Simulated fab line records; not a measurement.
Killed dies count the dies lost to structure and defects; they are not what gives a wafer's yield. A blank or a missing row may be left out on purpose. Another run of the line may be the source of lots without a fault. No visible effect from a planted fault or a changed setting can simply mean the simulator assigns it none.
fab line records	flow sky130
record lots=6	wafers=18	last-day=50
route steps=708 shown LDD_N@253 LDD_P@255 LDD_HVN@267 LDD_HVP@278 LDD_LDN@289 PAD_OPEN@708
lots with no fault: from the same line, run without faults
start-h: the number of hours between the record's first day and the start of the first shown wafer of the lot	wait-h: hours from the lot's prior step to this one	" as in the row above	L1.1+2: several wafers, shown together as one row	- either no value or no given start	* or withheld: withheld	< > ~ a bound
route shown NAME@n: names a module that has steps shown in the file, with the first one's number in the route	usual: mean and standard deviation over wafers with no fault	same: alike in all rows	chamber/n: place in a boat	sites: readings site by site	_std_site: how widely they spread, as a standard deviation	_edge_site: inner sites' mean taken away from outer sites' mean	radius-mm: how far each site lies from the wafer's centre	mask NAME#n: copy n	behind: the tool/chamber that last shaped the wafer	hold: the reason the lot was held/the length of the hold in hours/how it ended	device: names the non-switching transistor (n, p or np)	end of line: the tests these same wafers got at the end of their route	where a step has no rows: the recipe by itself	killed: at the first sort, the dies lost to defects and structure; wafer yield is something else	map: a wafer's dies, x killed, . not, _ none there
set.NAME: the run value of the setting; set.NAME@STEP: its run value at that earlier step	model.NAME: the simulator's own value behind a step, which no gauge read
certain route steps with their lots: each step a table, each wafer a row
services: from which hour (start-h, from the record's first day; less than 0 if before it) a tool's chamber was out of use, for how many hours, and why
## steps
# step SKY_LDD_N_STRIP_16
# recipe chemistry=O2/N2	power-w=1400	pressure-mtorr=1500	platen-temp-c=withheld	o2-flow-sccm=3000	n2-flow-sccm=300	overash-fraction=0.5
# usual chamber-pressure-mTorr=1500.1/1.4	drypump-motor-current-A=5.6/0.5	oes-product-au=0.406/0.0047	strip-time-to-endpoint-s=4.310/0.016
lot.wafer	tool	chamber	start-h	wait-h	chamber-pressure-mTorr	drypump-motor-current-A	oes-product-au	rf-hours-counter-h	strip-time-to-endpoint-s
L997.1	plasma-asher-03	1	410.30	0.1	1501.6	5.4	0.400	29	4.299
L997.3	"	0	"	"	1500.6	5.2	0.404	-	4.304
L997.4	"	1	"	"	1499.1	5.4	0.401	-	4.289
L999.1	plasma-asher-03	1	419.88	0.1	1503.1	5.5	0.404	31	4.323
L999.2	"	0	"	"	1501.5	5.2	0.404	31	4.308
L999.6	"	0	"	"	1498.5	5.2	0.403	-	4.319
L998.3	plasma-asher-01	1	422.93	0.1	1501.2	5.3	0.403	-	4.311
L998.4	"	0	"	"	1500.6	6.6	0.405	-	4.305
L998.6	"	1	"	"	1500.5	5.3	0.408	-	4.298
L102.4	plasma-asher-04	0	453.34	0.1	1501.6	5.4	0.405	-	4.280
L102.5	"	0	"	"	1500.9	5.4	0.415	-	4.280
L102.6	"	1	"	"	1503.7	5.7	0.411	-	4.293
L113.1	plasma-asher-03	1	547.23	0.1	1497.3	5.4	0.400	44	4.268
L113.4	"	1	"	"	1502.3	5.4	0.407	-	4.269
L113.5	"	0	"	"	1499.4	5.2	0.402	-	4.296
L115.3	plasma-asher-01	1	560.63	0.1	1500.3	5.3	0.403	-	4.306
L115.5	"	1	"	"	1499.3	5.3	0.404	-	4.292
L115.6	"	0	"	"	1502.6	6.6	0.399	-	4.311
# step SKY_LDD_N_TW_MEAS_17
# usual LDD_N_TW=2579/15
lot.wafer	tool	chamber	start-h	wait-h	LDD_N_TW
L997.1	film-metro-01	-	410.40	0.1	2553
L997.3	"	-	"	"	2570
L997.4	"	-	"	"	2566
L999.1	film-metro-02	-	419.98	0.1	2556
L999.2	"	-	"	"	2576
L999.6	"	-	"	"	2582
L998.3	film-metro-02	-	423.02	0.1	2572
L998.4	"	-	"	"	2566
L998.6	"	-	"	"	2582
L102.4	film-metro-01	-	453.43	0.1	2587
L102.5	"	-	"	"	2563
L102.6	"	-	"	"	2568
L113.1	film-metro-04	-	547.33	0.1	2593
L113.4	"	-	"	"	2606
L113.5	"	-	"	"	2592
L115.3	film-metro-02	-	560.72	0.1	2576
L115.5	"	-	"	"	2566
L115.6	"	-	"	"	2568
# step SKY_LDD_P_DEHYDRATE_00
# recipe temp-c=200	time-s=60
# step SKY_LDD_P_HMDS_01
# recipe prime-time-s=60	prime-temp-c=120
# step SKY_LDD_P_COAT_02
# recipe resist=NOVOLAK	spin-rpm=3000	resist-thk-nm=1140
# step SKY_LDD_P_SOFTBAKE_03
# recipe temp-c=90	time-s=60	resist=NOVOLAK
# step SKY_LDD_P_EXPOSE_04
# recipe mask-id=PSDM	na=0.6	source-shape=conventional	sigma-outer=0.6	polarization=unpolarized	target-cd-nm=380	dose-mj=138
# step SKY_LDD_P_PEB_05
# recipe temp-c=withheld	time-s=*	resist=NOVOLAK
# step SKY_LDD_P_DEVELOP_06
# recipe resist=NOVOLAK	developer=TMAH	develop-time-s=60	dev-temp-c=23
# step SKY_LDD_P_CD_MEAS_07
# recipe target-cd-nm=380
# usual cd-nm=379.3/2.2
lot.wafer	tool	chamber	start-h	wait-h	cd-nm
L997.1	cd-sem-02	-	439.69	0.1	383.3
L997.3	"	-	"	"	384.0
L997.4	"	-	"	"	382.2
L999.1	cd-sem-02	-	449.16	0.1	381.0
L999.2	"	-	"	"	379.1
L999.6	"	-	"	"	379.4
L998.3	cd-sem-01	-	452.86	0.1	378.8
L998.4	"	-	"	"	379.0
L998.6	"	-	"	"	380.3
L102.4	cd-sem-02	-	484.42	0.1	378.6
L102.5	"	-	"	"	379.4
L102.6	"	-	"	"	374.2
L113.1	cd-sem-01	-	577.14	0.1	380.1
L113.4	"	-	"	"	378.0
L113.5	"	-	"	"	379.7
L115.3	cd-sem-02	-	590.56	0.1	378.2
L115.5	"	-	"	"	379.9
L115.6	"	-	"	"	377.6
# step SKY_LDD_P_OVL_MEAS_08
# usual LDD_P_OVL=0.6/1.3
lot.wafer	tool	chamber	start-h	wait-h	LDD_P_OVL[nm]
L997.1	overlay-02	-	439.81	0.1	0.5
L997.3	"	-	"	"	1.4
L997.4	"	-	"	"	1.0
L999.1	overlay-02	-	449.28	0.1	-2.0
L999.2	"	-	"	"	1.1
L999.6	"	-	"	"	0.6
L998.3	overlay-01	-	452.95	0.1	-0.2
L998.4	"	-	"	"	-0.1
L998.6	"	-	"	"	-1.6
L102.4	overlay-02	-	484.50	0.1	1.9
L102.5	"	-	"	"	1.6
L102.6	"	-	"	"	1.5
L113.1	overlay-01	-	577.26	0.1	0.3
L113.4	"	-	"	"	1.0
L113.5	"	-	"	"	1.3
L115.3	overlay-02	-	590.65	0.1	-1.6
L115.5	"	-	"	"	-0.5
L115.6	"	-	"	"	-0.7
# step SKY_LDD_P_IMPLANT_09
# recipe species=BF2	energy-kev=25	dose-cm2=1e+13	tilt-deg=withheld
# step SKY_LDD_P_STRIP_10
# recipe chemistry=O2/N2	power-w=1400	pressure-mtorr=1500	platen-temp-c=withheld	o2-flow-sccm=3000	n2-flow-sccm=300	overash-fraction=0.5
# usual chamber-pressure-mTorr=1499.8/1.4	drypump-motor-current-A=5.54/0.27	oes-product-au=0.715/0.0046	strip-time-to-endpoint-s=14.20/0.039
lot.wafer	tool	chamber	start-h	wait-h	chamber-pressure-mTorr	drypump-motor-current-A	oes-product-au	rf-hours-counter-h	strip-time-to-endpoint-s
L997.1	plasma-asher-02	0	440.00	0.1	1497.8	5.97	0.714	71	14.20
L997.3	"	1	"	"	1500.5	5.86	0.715	-	14.26
L997.4	"	0	"	"	1500.4	5.98	0.714	-	14.27
L999.1	plasma-asher-03	0	449.47	0.1	1499.0	5.16	0.725	34	14.20
L999.2	"	1	"	"	1499.1	5.44	0.722	34	14.23
L999.6	"	0	"	"	1499.7	5.17	0.718	-	14.23
L998.3	plasma-asher-03	0	453.16	0.1	1502.4	5.20	0.724	-	14.27
L998.4	"	1	"	"	1498.7	5.43	0.722	-	14.23
L998.6	"	0	"	"	1499.5	5.19	0.712	-	14.26
L102.4	plasma-asher-02	1	484.70	0.1	1499.4	5.76	0.717	-	14.24
L102.5	"	1	"	"	1499.3	5.82	0.705	-	14.19
L102.6	"	0	"	"	1498.5	5.98	0.718	-	14.26
L113.1	plasma-asher-02	0	577.45	0.1	1499.0	5.97	0.711	85	14.19
L113.4	"	0	"	"	1501.2	5.96	0.707	-	14.22
L113.5	"	1	"	"	1499.3	5.83	0.710	-	14.16
L115.3	plasma-asher-02	1	590.86	0.1	1500.3	5.81	0.712	-	14.18
L115.5	"	0	"	"	1500.7	5.96	0.718	-	14.24
L115.6	"	1	"	"	1500.6	5.87	0.704	-	14.20
# step SKY_LDD_P_TW_MEAS_11
# usual LDD_P_TW=634/3.6
lot.wafer	tool	chamber	start-h	wait-h	LDD_P_TW
L997.1	film-metro-03	-	440.10	0.1	634
L997.3	"	-	"	"	631
L997.4	"	-	"	"	635
L999.1	film-metro-04	-	449.57	0.1	640
L999.2	"	-	"	"	636
L999.6	"	-	"	"	637
L998.3	film-metro-04	-	453.25	0.1	637
L998.4	"	-	"	"	636
L998.6	"	-	"	"	636
L102.4	film-metro-04	-	484.79	0.1	640
L102.5	"	-	"	"	638
L102.6	"	-	"	"	639
L113.1	film-metro-03	-	577.55	0.1	639
L113.4	"	-	"	"	635
L113.5	"	-	"	"	637
L115.3	film-metro-03	-	590.95	0.1	638
L115.5	"	-	"	"	643
L115.6	"	-	"	"	639
# step SKY_LDD_HVN_DEHYDRATE_00
# recipe temp-c=200	time-s=60
# step SKY_LDD_HVN_HMDS_01
# recipe prime-time-s=60	prime-temp-c=120
# step SKY_LDD_HVN_COAT_02
# recipe resist=NOVOLAK	spin-rpm=3000	resist-thk-nm=300
# step SKY_LDD_HVN_SOFTBAKE_03
# recipe temp-c=90	time-s=60	resist=NOVOLAK
# step SKY_LDD_HVN_EXPOSE_04
# recipe mask-id=HVNTM	na=0.6	source-shape=conventional	sigma-outer=0.6	polarization=unpolarized	target-cd-nm=700	dose-mj=127
# step SKY_LDD_HVN_PEB_05
# recipe temp-c=withheld	time-s=*	resist=NOVOLAK
# step SKY_LDD_HVN_DEVELOP_06
# recipe resist=NOVOLAK	developer=TMAH	develop-time-s=60	dev-temp-c=23
# step SKY_LDD_HVN_OVL_MEAS_07
# usual LDD_HVN_OVL=-0.7/1.3
lot.wafer	tool	chamber	start-h	wait-h	LDD_HVN_OVL[nm]
L997.1	overlay-01	-	471.04	0.1	-0.6
L997.3	"	-	"	"	0.2
L997.4	"	-	"	"	-0.6
L999.1	overlay-01	-	480.09	0.1	-1.6
L999.2	"	-	"	"	-0.7
L999.6	"	-	"	"	0.5
L998.3	overlay-01	-	483.96	0.1	-2.1
L998.4	"	-	"	"	-2.7
L998.6	"	-	"	"	-0.6
L102.4	overlay-01	-	515.46	0.1	-1.2
L102.5	"	-	"	"	-0.5
L102.6	"	-	"	"	-2.0
L113.1	overlay-01	-	606.34	0.1	-0.6
L113.4	"	-	"	"	-1.9
L113.5	"	-	"	"	-2.2
L115.3	overlay-01	-	619.85	0.1	-0.4
L115.5	"	-	"	"	-2.4
L115.6	"	-	"	"	-0.5
# step SKY_LDD_HVN_IMPLANT_08
# recipe species=P	energy-kev=60	dose-cm2=3e+13	tilt-deg=40
# step SKY_LDD_HVN_STRIP_09
# recipe chemistry=O2/N2	power-w=1400	pressure-mtorr=1500	platen-temp-c=withheld	o2-flow-sccm=3000	n2-flow-sccm=300	overash-fraction=0.5
# usual chamber-pressure-mTorr=1499.8/1.4	drypump-motor-current-A=5.8/0.46	oes-product-au=0.408/0.0046	strip-time-to-endpoint-s=4.138/0.018
lot.wafer	tool	chamber	start-h	wait-h	chamber-pressure-mTorr	drypump-motor-current-A	oes-product-au	rf-hours-counter-h	strip-time-to-endpoint-s
L997.1	plasma-asher-01	0	471.23	0.1	1499.8	6.6	0.404	68	4.145
L997.3	"	0	"	"	1501.5	6.6	0.411	-	4.134
L997.4	"	1	"	"	1495.7	5.3	0.405	-	4.168
L999.1	plasma-asher-01	0	480.28	0.1	1500.3	6.5	0.408	69	4.145
L999.2	"	1	"	"	1501.4	5.3	0.412	69	4.140
L999.6	"	0	"	"	1497.5	6.6	0.408	-	4.122
L998.3	plasma-asher-02	0	484.16	0.1	1499.2	6.0	0.406	-	4.131
L998.4	"	1	"	"	1500.3	5.9	0.412	-	4.126
L998.6	"	1	"	"	1499.7	5.8	0.414	-	4.125
L102.4	plasma-asher-01	1	515.66	0.1	1498.8	5.3	0.403	-	4.128
L102.5	"	1	"	"	1499.3	5.3	0.406	-	4.113
L102.6	"	0	"	"	1502.3	6.6	0.417	-	4.104
L113.1	plasma-asher-01	0	606.53	0.1	1501.7	6.6	0.403	82	4.151
L113.4	"	1	"	"	1501.7	5.3	0.410	-	4.139
L113.5	"	0	"	"	1501.0	6.6	0.408	-	4.120
L115.3	plasma-asher-03	0	620.06	0.1	1499.6	5.2	0.407	-	4.166
L115.5	"	1	"	"	1499.9	5.4	0.418	-	4.163
L115.6	"	0	"	"	1500.8	5.2	0.406	-	4.167
# step SKY_LDD_HVN_TW_MEAS_10
# usual LDD_HVN_TW=1434/6.5
lot.wafer	tool	chamber	start-h	wait-h	LDD_HVN_TW
L997.1	film-metro-02	-	471.33	0.1	1435
L997.3	"	-	"	"	1434
L997.4	"	-	"	"	1432
L999.1	film-metro-03	-	480.38	0.1	1438
L999.2	"	-	"	"	1437
L999.6	"	-	"	"	1427
L998.3	film-metro-02	-	484.25	0.1	1430
L998.4	"	-	"	"	1430
L998.6	"	-	"	"	1418
L102.4	film-metro-02	-	515.76	0.1	1421
L102.5	"	-	"	"	1428
L102.6	"	-	"	"	1418
L113.1	film-metro-01	-	606.63	0.1	1438
L113.4	"	-	"	"	1436
L113.5	"	-	"	"	1432
L115.3	film-metro-01	-	620.15	0.1	1432
L115.5	"	-	"	"	1434
L115.6	"	-	"	"	1437
# step SKY_LDD_HVP_DEHYDRATE_00
# recipe temp-c=200	time-s=60
# step SKY_LDD_HVP_HMDS_01
# recipe prime-time-s=60	prime-temp-c=120
# step SKY_LDD_HVP_COAT_02
# recipe resist=NOVOLAK	spin-rpm=3000	resist-thk-nm=300
# step SKY_LDD_HVP_SOFTBAKE_03
# recipe temp-c=90	time-s=62.16	resist=NOVOLAK
# usual plate-sensor-t-centre-C=90.756/0.01	plate-sensor-t-edge-C=90.829/0.011
lot.wafer	tool	chamber	start-h	wait-h	plate-sensor-t-centre-C	plate-sensor-t-edge-C
L997.1	litho-track-01	0	486.42	0.1	90.749	90.816
L997.3	"	0	"	"	90.738	90.845
L997.4	"	0	"	"	90.754	90.816
L999.1	litho-track-02	0	495.41	0.1	90.759	90.822
L999.2	"	0	"	"	90.759	90.825
L999.6	"	0	"	"	90.762	90.834
L998.3	litho-track-01	0	500.12	0.1	90.744	90.819
L998.4	"	0	"	"	90.752	90.838
L998.6	"	0	"	"	90.742	90.836
L102.4	litho-track-02	0	531.93	0.1	90.748	90.825
L102.5	"	0	"	"	90.760	90.812
L102.6	"	0	"	"	90.756	90.815
L113.1	litho-track-01	0	620.47	0.1	90.756	90.827
L113.4	"	0	"	"	90.768	90.855
L113.5	"	0	"	"	90.761	90.830
L115.3	litho-track-01	0	634.77	0.1	90.754	90.831
L115.5	"	0	"	"	90.752	90.829
L115.6	"	0	"	"	90.753	90.833
# step SKY_LDD_HVP_EXPOSE_04
# recipe mask-id=HVPTM	na=0.6	source-shape=conventional	sigma-outer=0.6	polarization=unpolarized	target-cd-nm=700	dose-mj=86
# step SKY_LDD_HVP_PEB_05
# recipe temp-c=withheld	time-s=*	resist=NOVOLAK
# step SKY_LDD_HVP_DEVELOP_06
# recipe resist=NOVOLAK	developer=TMAH	develop-time-s=60	dev-temp-c=23
# step SKY_LDD_HVP_OVL_MEAS_07
# usual LDD_HVP_OVL=0.0/1.3
lot.wafer	tool	chamber	start-h	wait-h	LDD_HVP_OVL[nm]
L997.1	overlay-01	-	501.71	0.1	0.7
L997.3	"	-	"	"	2.0
L997.4	"	-	"	"	-0.3
L999.1	overlay-02	-	511.42	0.1	1.8
L999.2	"	-	"	"	2.5
L999.6	"	-	"	"	1.6
L998.3	overlay-02	-	515.13	0.1	-3.5
L998.4	"	-	"	"	-0.1
L998.6	"	-	"	"	-1.5
L102.4	overlay-02	-	546.94	0.1	0.6
L102.5	"	-	"	"	1.3
L102.6	"	-	"	"	2.7
L113.1	overlay-01	-	635.17	0.1	-0.6
L113.4	"	-	"	"	0.1
L113.5	"	-	"	"	-0.3
L115.3	overlay-02	-	649.08	0.1	-1.4
L115.5	"	-	"	"	-0.3
L115.6	"	-	"	"	-1.2
# step SKY_LDD_HVP_IMPLANT_08
# recipe species=B	energy-kev=20	dose-cm2=1.7e+13	tilt-deg=17.9
# step SKY_LDD_HVP_STRIP_09
# recipe chemistry=O2/N2	power-w=1400	pressure-mtorr=1500	platen-temp-c=withheld	o2-flow-sccm=3000	n2-flow-sccm=300	overash-fraction=0.5
# usual chamber-pressure-mTorr=1500.2/1.3	drypump-motor-current-A=5.8/0.46	oes-product-au=0.409/0.0045	strip-time-to-endpoint-s=4.139/0.016
lot.wafer	tool	chamber	start-h	wait-h	chamber-pressure-mTorr	drypump-motor-current-A	oes-product-au	rf-hours-counter-h	strip-time-to-endpoint-s
L997.1	plasma-asher-04	0	501.89	0.1	1501.1	5.4	0.403	6	4.140
L997.3	"	0	"	"	1500.5	5.4	0.420	-	4.145
L997.4	"	1	"	"	1498.4	5.7	0.409	-	4.150
L999.1	plasma-asher-01	1	511.60	0.1	1501.7	5.3	0.403	72	4.147
L999.2	"	0	"	"	1499.7	6.6	0.406	72	4.150
L999.6	"	1	"	"	1500.8	5.3	0.412	-	4.146
L998.3	plasma-asher-01	1	515.34	0.1	1501.3	5.3	0.408	-	4.116
L998.4	"	0	"	"	1502.1	6.6	0.415	-	4.116
L998.6	"	0	"	"	1499.3	6.6	0.404	-	4.136
L102.4	plasma-asher-04	0	547.14	0.1	1499.0	5.4	0.411	-	4.161
L102.5	"	0	"	"	1501.9	5.4	0.422	-	4.130
L102.6	"	1	"	"	1499.7	5.6	0.407	-	4.143
L113.1	plasma-asher-01	1	635.35	0.1	1499.5	5.3	0.403	85	4.165
L113.4	"	0	"	"	1498.9	6.5	0.409	-	4.148
L113.5	"	0	"	"	1504.7	6.6	0.409	-	4.151
L115.3	plasma-asher-04	1	649.28	0.1	1498.4	5.7	0.406	-	4.121
L115.5	"	1	"	"	1498.5	5.7	0.408	-	4.150
L115.6	"	0	"	"	1499.4	5.4	0.413	-	4.131
# step SKY_LDD_HVP_TW_MEAS_10
# usual LDD_HVP_TW=455.6/2.1
lot.wafer	tool	chamber	start-h	wait-h	LDD_HVP_TW
L997.1	film-metro-03	-	501.99	0.1	457.8
L997.3	"	-	"	"	457.9
L997.4	"	-	"	"	454.3
L999.1	film-metro-03	-	511.70	0.1	457.4
L999.2	"	-	"	"	454.3
L999.6	"	-	"	"	457.1
L998.3	film-metro-02	-	515.43	0.1	451.5
L998.4	"	-	"	"	451.8
L998.6	"	-	"	"	455.0
L102.4	film-metro-02	-	547.24	0.1	455.0
L102.5	"	-	"	"	452.3
L102.6	"	-	"	"	455.1
L113.1	film-metro-03	-	635.45	0.1	456.7
L113.4	"	-	"	"	456.5
L113.5	"	-	"	"	457.7
L115.3	film-metro-02	-	649.37	0.1	455.3
L115.5	"	-	"	"	455.7
L115.6	"	-	"	"	456.7
# step SKY_LDD_LDN_DEHYDRATE_00
# recipe temp-c=200	time-s=60
# step SKY_LDD_LDN_HMDS_01
# recipe prime-time-s=60	prime-temp-c=120
# step SKY_LDD_LDN_COAT_02
# recipe resist=NOVOLAK	spin-rpm=3000	resist-thk-nm=1140
# step SKY_LDD_LDN_SOFTBAKE_03
# recipe temp-c=90	time-s=60	resist=NOVOLAK
# step SKY_LDD_LDN_EXPOSE_04
# recipe mask-id=LDNTM	na=0.6	source-shape=conventional	sigma-outer=0.6	polarization=unpolarized	target-cd-nm=700	dose-mj=140
# step SKY_LDD_LDN_PEB_05
# recipe temp-c=withheld	time-s=*	resist=NOVOLAK
# step SKY_PAD_OPEN_PROBE_99
# usual killed_at_M0_to_M3=44/7.9	killed_at_M4_up=3.1/1.9	killed-at-contacts=24/4.6	killed-at-front-end=16/4.9	killed-at-other=0.3/0.6	killed-dies=87/9.7	killed-open=48/7.2	killed-short=39/5.6
# same gross-dies=492	killed-at-back-side=0
lot.wafer	tool	chamber	start-h	wait-h	hold	killed_at_M0_to_M3	killed_at_M4_up	killed-at-contacts	killed-at-front-end	killed-at-other	killed-dies	killed-open	killed-short
L997.1	prober-02	-	1070.39	0.1	-	50	1	26	24	0	101	65	35
L997.3	prober-02	-	1070.49	0.2	-	54	8	24	25	0	111	68	43
L997.4	prober-02	-	1070.54	0.2	-	43	2	29	14	0	88	55	33
L999.1	prober-01	-	1074.76	0.1	-	60	4	23	14	0	101	64	37
L999.2	prober-01	-	1074.81	0.1	-	45	2	28	11	0	86	48	38
L999.6	prober-01	-	1075.01	0.2	-	48	2	23	11	0	84	53	31
L998.3	prober-02	-	1086.72	0.2	-	50	2	24	7	0	83	47	36
L998.4	prober-02	-	1086.77	0.2	-	28	3	29	13	0	73	39	34
L998.6	prober-02	-	1086.87	0.2	-	38	5	24	17	2	86	45	41
L102.4	prober-01	-	1101.53	0.2	-	37	3	23	23	1	87	49	38
L102.5	prober-01	-	1101.58	0.2	-	58	6	16	13	0	93	51	42
L102.6	prober-01	-	1101.63	0.2	-	49	5	20	18	0	92	48	44
L113.1	prober-02	-	1185.79	0.1	await-dispo/2.5h/release	49	2	19	11	0	81	45	36
L113.4	prober-02	-	1185.94	0.2	await-dispo/2.5h/release	57	5	24	9	0	95	51	44
L113.5	prober-02	-	1185.99	0.2	await-dispo/2.5h/release	51	3	27	69	0	150	48	43
L115.3	prober-02	-	1189.33	0.2	await-dispo/2.1h/release	47	3	23	64	1	138	49	34
L115.5	prober-02	-	1189.43	0.2	await-dispo/2.1h/release	45	4	26	14	1	90	42	48
L115.6	prober-02	-	1189.48	0.2	await-dispo/2.1h/release	31	2	26	73	0	132	37	42
# killed by level:class
L997.1 VIA1:geometric-particle:open=16 CONTACT:geometric-particle:open=12 POLY_GATE:geometric-particle:open=9 VIA3:geometric-particle:open=9 LI_CONTACT:geometric-particle:open=7 VIA1:geometric-particle:short=6 POLY_GATE:geometric-particle:short=4 CONTACT:geometric-particle:short=4
L997.3 VIA1:geometric-particle:open=15 CONTACT:geometric-particle:open=12 VIA3:geometric-particle:open=9 VIA2:geometric-particle:open=8 POLY_GATE:geometric-particle:short=7 FIELD_ISO:geometric-particle:open=5 METAL1:geometric-particle:short=5 VIA2:geometric-particle:short=5
L997.4 VIA1:geometric-particle:open=16 LI_CONTACT:geometric-particle:open=13 VIA2:geometric-particle:open=7 VIA3:geometric-particle:open=6 FIELD_ISO:geometric-particle:short=5 LOCAL_INTERCONNECT:geometric-particle:short=5 CONTACT:geometric-particle:short=5 FIELD_ISO:geometric-particle:open=4
L999.1 VIA1:geometric-particle:open=16 VIA2:geometric-particle:open=10 CONTACT:geometric-particle:open=9 VIA1:geometric-particle:short=7 METAL2:geometric-particle:short=6 FIELD_ISO:geometric-particle:open=5 VIA2:geometric-particle:short=4 LI_CONTACT:geometric-particle:open=4
L999.2 LI_CONTACT:geometric-particle:open=12 CONTACT:geometric-particle:open=10 VIA1:geometric-particle:open=9 VIA2:geometric-particle:open=9 VIA2:geometric-particle:short=8 FIELD_ISO:geometric-particle:short=5 METAL1:geometric-particle:short=4 METAL2:geometric-particle:short=4
L999.6 LI_CONTACT:geometric-particle:open=11 VIA2:geometric-particle:open=10 CONTACT:geometric-particle:open=7 METAL1:geometric-particle:short=7 VIA1:geometric-particle:open=7 METAL1:geometric-particle:open=5 VIA1:geometric-particle:short=5 FIELD_ISO:geometric-particle:open=3
L998.3 VIA2:geometric-particle:open=11 LI_CONTACT:geometric-particle:open=9 VIA3:geometric-particle:open=8 METAL1:geometric-particle:short=7 VIA1:geometric-particle:open=7 CONTACT:geometric-particle:open=5 METAL2:geometric-particle:short=4 POLY_GATE:geometric-particle:short=3
L998.4 CONTACT:geometric-particle:open=9 VIA3:geometric-particle:open=7 CONTACT:geometric-particle:short=5 LI_CONTACT:geometric-particle:open=5 METAL1:geometric-particle:short=5 VIA1:geometric-particle:open=5 LI_CONTACT:geometric-particle:short=4 VIA1:geometric-particle:short=4
L998.6 CONTACT:geometric-particle:open=9 VIA1:geometric-particle:open=7 VIA3:geometric-particle:open=7 CONTACT:geometric-particle:short=6 LOCAL_INTERCONNECT:geometric-particle:short=5 VIA2:geometric-particle:open=5 METAL4:geometric-particle:short=5 FIELD_ISO:geometric-particle:short=4
L102.4 CONTACT:geometric-particle:open=10 FIELD_ISO:geometric-particle:short=7 METAL1:geometric-particle:short=7 VIA1:geometric-particle:open=7 LI_CONTACT:geometric-particle:open=6 VIA2:geometric-particle:open=6 POLY_GATE:geometric-particle:open=5 VIA3:geometric-particle:open=5
L102.5 VIA2:geometric-particle:open=10 VIA1:geometric-particle:open=9 VIA3:geometric-particle:open=9 VIA1:geometric-particle:short=7 LI_CONTACT:geometric-particle:open=6 METAL4:geometric-particle:short=6 CONTACT:geometric-particle:open=5 METAL1:geometric-particle:short=5
L102.6 VIA1:geometric-particle:open=9 POLY_GATE:geometric-particle:open=8 CONTACT:geometric-particle:open=7 VIA2:geometric-particle:open=7 VIA2:geometric-particle:short=6 CONTACT:geometric-particle:short=5 VIA1:geometric-particle:short=5 VIA3:geometric-particle:short=5
L113.1 VIA1:geometric-particle:open=10 VIA3:geometric-particle:open=7 VIA2:geometric-particle:open=7 METAL2:geometric-particle:short=7 POLY_GATE:geometric-particle:short=5 LI_CONTACT:geometric-particle:open=5 CONTACT:geometric-particle:open=5 VIA2:geometric-particle:short=5
L113.4 VIA1:geometric-particle:short=11 METAL2:geometric-particle:short=9 CONTACT:geometric-particle:open=8 VIA2:geometric-particle:open=8 VIA3:geometric-particle:open=7 VIA1:geometric-particle:open=6 LI_CONTACT:geometric-particle:open=5 METAL1:geometric-particle:open=5
L113.5 LDD_P:unspecified=59 LI_CONTACT:geometric-particle:open=9 VIA1:geometric-particle:open=9 VIA2:geometric-particle:open=8 LOCAL_INTERCONNECT:geometric-particle:short=7 METAL1:geometric-particle:short=7 VIA3:geometric-particle:open=7 CONTACT:geometric-particle:open=6
L115.3 LDD_P:unspecified=54 CONTACT:geometric-particle:open=12 VIA1:geometric-particle:open=8 VIA3:geometric-particle:open=6 METAL1:geometric-particle:short=5 VIA1:geometric-particle:short=5 POLY_GATE:geometric-particle:open=4 LI_CONTACT:geometric-particle:open=4
L115.5 CONTACT:geometric-particle:open=10 METAL2:geometric-particle:short=10 METAL1:geometric-particle:short=8 LI_CONTACT:geometric-particle:open=6 VIA3:geometric-particle:open=6 CONTACT:geometric-particle:short=5 VIA1:geometric-particle:open=5 FIELD_ISO:geometric-particle:open=4
L115.6 LDD_P:unspecified=52 CONTACT:geometric-particle:open=9 POLY_GATE:geometric-particle:open=8 FIELD_ISO:geometric-particle:short=7 CONTACT:geometric-particle:short=7 METAL1:geometric-particle:short=6 VIA3:geometric-particle:short=6 LI_CONTACT:geometric-particle:open=5
# map L113.5 (x killed, . not)
__________x.x......x_________
________....x..x.x.x.._______
______.......x.x....x..._____
_____...x....x.x......x.x____
____.x........x.......xxx.___
___......x.xx.......x....x.__
__......x...x..............._
_xx.xx.......xxx.....x.xx.x.x
_.....xx......x....xx......x.
_...x..x...x.x.x.......x.....
_..x........xx....x..x.....x.
_.......x.....xx..x..........
_xx.x.xx.x..x.x.x.......x..x.
_.x.xxxxxxx........x..x..x..x
_..xxxxxxxxx.....x...........
__.xxxxxxxxxxxx............._
___xxxxxxxxx..x.xx...x.....__
____xxxxxxxxx...x...x..x..___
_____xxxxxx.......x...x..____
______xxxxx............._____
________x.....x.xx...._______
__________x.......x._________
# map L115.3 (x killed, . not)
__________x......x.x_________
________x..x.xxx.....x_______
______..x..............x_____
_____........x.x....x.x.x____
____.....x..x.x....x...x..___
___....x.....x.....x.x.....__
__.........x.x....x.....x..._
_.x.......xx........x..x...x.
_............x.x....x........
_x..x.........xx.............
_........xxx.............xx..
_.....x..xx.....xx...........
_.....xx...x...x...x..xx.x...
_...xxxxxxxxx.....x..........
_...xxxxxxx......x..x..xx.x.x
__xxxxxxxxxxx....x.....x...._
___.xxxxxxxxx.........xxx..__
____xxxxxxx........x...x..___
_____xxxxxx..x......x....____
______x.xx.xx..x....x.x._____
________xx...x...x..x._______
__________.........._________
## services
tool	chamber	start-h	hours	kind
plasma-asher-02	-	397.00	0.6	repair
plasma-asher-04	-	413.80	0.9	repair
plasma-asher-04	-	421.25	9.0	pm
plasma-asher-04	0	421.25	9.0	vent-cycle
plasma-asher-04	1	421.25	9.0	vent-cycle
plasma-asher-04	-	430.25	10.0	pm
plasma-asher-04	0	430.25	-	clean
plasma-asher-04	1	430.25	-	clean
plasma-asher-04	-	437.79	3.2	repair
plasma-asher-04	-	502.54	2.8	repair
plasma-asher-02	-	517.72	2.8	pm
plasma-asher-04	-	559.68	28.0	repair
plasma-asher-01	-	648.58	1.3	repair
## key
first-sign step=SKY_PAD_OPEN_PROBE_99	reading=killed-at-front-end	direction=up	sigmas=11	usual=16	struck=69
effect step=SKY_PAD_OPEN_PROBE_99	reading=killed-dies	direction=up	sigmas=5.5	usual=87	struck=140
met-at SKY_LDD_P_STRIP_10
struck-wafers L113.5,L115.3,L115.6
tester-left-out L113,L115
onset-between 484.70 577.45
fault kind=chamber-particle-source	tool=plasma-asher-02	chamber=1	onset-h=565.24	steps=SKY_LDD_P_STRIP_10	rate-per-visit-cm2=1.067	end-h=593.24
# tester-left-out: of these lots the tester's yield and bins aren't shown, on N5 and GAA mostly nor the transistor test; their killed dies are dies lost to structure and defects alone, not to doping, threshold or leakage, so they don't give the yield
